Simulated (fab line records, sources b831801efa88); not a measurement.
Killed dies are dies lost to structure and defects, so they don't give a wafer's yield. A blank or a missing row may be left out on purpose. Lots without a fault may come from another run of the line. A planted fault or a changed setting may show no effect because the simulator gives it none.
Which tool did it? | flow gf180mcu | 11 lots, 33 wafers sampled, at 4 steps of a route of 602

WHAT THE GAUGES READ, wafer by wafer
GF_V4_THK_MEAS_03.
lot  | measured     | on            | V4_CVD_02_THK (nm)
L268 | day 24 04:49 | film_metro-04 | 832 837 846
L269 | day 24 20:49 | film_metro-02 | 837 838 848
L273 | day 26 07:11 | film_metro-04 | 823 824 831
L274 | day 26 14:24 | film_metro-03 | 831 839 849
L275 | day 26 21:39 | film_metro-03 | 827 843 851
L281 | day 28 12:22 | film_metro-03 | 835 852 855
L284 | day 29 11:02 | film_metro-03 | 772 777 798
L285 | day 29 19:55 | film_metro-02 | 779 787 796
L288 | day 30 14:28 | film_metro-04 | 850 854 872
L289 | day 31 02:19 | film_metro-03 | 828 847 841
L290 | day 31 07:20 | film_metro-04 | 825 835 856

WHICH TOOL RAN EACH LOT (tool, then ch and the chambers of the sampled wafers, then the start)
lot  | GF_V3_SPUTTER_21             | GF_M4_STRIP_17                       | GF_V4_CVD_02
L268 | pvd_sputter-01, day 23 03:56 | plasma_asher-02 ch 0,1, day 24 04:05 | pecvd-02 ch 0,2, day 24 04:44
L269 | pvd_sputter-01, day 23 20:40 | plasma_asher-01 ch 0,1, day 24 20:05 | pecvd-01 ch 0,1, day 24 20:44
L273 | pvd_sputter-01, day 25 07:28 | plasma_asher-01 ch 0,1, day 26 06:26 | pecvd-02 ch 0,1,2, day 26 07:06
L274 | pvd_sputter-03, day 25 14:25 | plasma_asher-02 ch 0,1, day 26 13:38 | pecvd-02 ch 0,1, day 26 14:20
L275 | pvd_sputter-03, day 25 22:05 | plasma_asher-02 ch 0,1, day 26 20:53 | pecvd-02 ch 0,1,2, day 26 21:35
L281 | pvd_sputter-03, day 27 13:22 | plasma_asher-03 ch 0,1, day 28 11:37 | pecvd-01 ch 0,1, day 28 12:16
L284 | pvd_sputter-03, day 28 12:49 | plasma_asher-03 ch 0,1, day 29 10:17 | pecvd-02 ch 1,2, day 29 10:58
L285 | pvd_sputter-03, day 28 22:10 | plasma_asher-02 ch 0,1, day 29 19:10 | pecvd-02 ch 0,1, day 29 19:51
L288 | pvd_sputter-03, day 29 17:04 | plasma_asher-01 ch 0,1, day 30 13:43 | pecvd-04 ch 0,1, day 30 14:23
L289 | pvd_sputter-04, day 30 05:11 | plasma_asher-02 ch 0,1, day 31 01:34 | pecvd-01 ch 1,2, day 31 02:14
L290 | pvd_sputter-03, day 30 11:20 | plasma_asher-01 ch 0,1, day 31 06:35 | pecvd-01 ch 0,2, day 31 07:15
- GF_V3_SPUTTER_21: material Ti, target thk 15 nm, time 80.02 s.
- GF_M4_STRIP_17: strips in O2/N2.
- GF_V4_CVD_02: deposits SiO2 from TEOS, target thk 850 nm, time 94.851 s.

WHAT THE TOOLS THEMSELVES READ (means of the sampled wafers that have a number; where no wafer has one, the mark that the record gives instead)
GF_V3_SPUTTER_21.
lot  | tool           | cathode_dc_power_W (W) | throttle_valve_pct (%)
L268 | pvd_sputter-01 | 2499.7                 | 31.0
L269 | pvd_sputter-01 | 2499.8                 | 30.8
L273 | pvd_sputter-01 | 2500.4                 | 29.9
L274 | pvd_sputter-03 | 2500.1                 | 29.9
L275 | pvd_sputter-03 | 2499.9                 | 29.9
L281 | pvd_sputter-03 | 2500.3                 | 30.2
L284 | pvd_sputter-03 | 2499.7                 | 30.8
L285 | pvd_sputter-03 | 2499.8                 | 30.6
L288 | pvd_sputter-03 | 2500.1                 | 30.0
L289 | pvd_sputter-04 | 2500.1                 | 29.5
L290 | pvd_sputter-03 | 2500.2                 | 30.8

GF_M4_STRIP_17.
lot  | tool            | chamber_pressure_mTorr (mTorr) | drypump_motor_current_A (A) | heater_power_w (W) | oes_product_au (a.u.) | strip_time_to_endpoint_s (s)
L268 | plasma_asher-02 | 1500.8                         | 6.3                         | 352                | 0.538                 | 7.35
L269 | plasma_asher-01 | 1501.6                         | 5.3                         | 380                | 0.536                 | 7.35
L273 | plasma_asher-01 | 1501.1                         | 5.1                         | 369                | 0.537                 | 7.28
L274 | plasma_asher-02 | 1499.6                         | 6.3                         | 378                | 0.536                 | 7.38
L275 | plasma_asher-02 | 1500.4                         | 6.3                         | 377                | 0.534                 | 7.37
L281 | plasma_asher-03 | 1501.2                         | 6.2                         | 334                | 0.533                 | 7.33
L284 | plasma_asher-03 | 1499.9                         | 6.2                         | 279                | 0.536                 | 7.33
L285 | plasma_asher-02 | 1500.5                         | 6.3                         | 377                | 0.538                 | 7.40
L288 | plasma_asher-01 | 1500.3                         | 5.1                         | 370                | 0.536                 | 7.37
L289 | plasma_asher-02 | 1500.1                         | 6.3                         | 346                | 0.536                 | 7.36
L290 | plasma_asher-01 | 1499.2                         | 5.3                         | 380                | 0.540                 | 7.35

GF_V4_CVD_02.
lot  | tool     | heater_power_w (W) | susceptor_temp_C (C)
L268 | pecvd-02 | 643                | 399.92
L269 | pecvd-01 | 654                | 399.99
L273 | pecvd-02 | 621                | 399.86
L274 | pecvd-02 | 610                | 400.10
L275 | pecvd-02 | 667                | 399.85
L281 | pecvd-01 | 625                | 399.98
L284 | pecvd-02 | 661                | 399.84
L285 | pecvd-02 | 575                | 400.17
L288 | pecvd-04 | 666                | 400.15
L289 | pecvd-01 | 592                | 399.80
L290 | pecvd-01 | 752                | 399.89

THE ANSWER, worked out from the rows above alone
Rule: what is usual is taken from the lots themselves. Put in order of their means at a reading, lots are off if they are a third of the lots or fewer, leave a main group of 4 or more, and stand apart from it by a gap of 3 or more times the standard deviation of the main group's means; of several such gaps the widest counts. A main group whose means are all the same, to the digits that the tables above print for the reading, isn't used. A lot without any number at a reading at which 4 lots or more have one is off too. The other lots that the step has rows for count as sound. The gauges are gone through in route order, then the tools' own readings, and for those a lot's mean is taken as printed above. The first step at which some lot is off is used, and at that step the reading that is off furthest; a lot without a number counts as furthest.
Off: L284, L285, at GF_V4_THK_MEAS_03 (V4_CVD_02_THK). The main group: mean 841 nm, standard deviation 8.1.
A tool fits if, at a process step before that reading, it ran every lot that is off, and no sound lot after the first of them. The gauges at GF_V4_THK_MEAS_03 are tried like those tools. One fits: pecvd-02 at GF_V4_CVD_02. Its last sound lot is L275 (day 26 21:35), its first lot that is off L284 (day 29 10:58): a fault that began between those two fits.

WHAT THE SIMULATOR HAD PUT IN
Process parameter drift: pecvd-02, from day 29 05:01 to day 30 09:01, at GF_V4_CVD_02. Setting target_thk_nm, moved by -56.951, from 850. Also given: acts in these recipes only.
Lots struck among those shown: L284, L285. The rule above found the same.
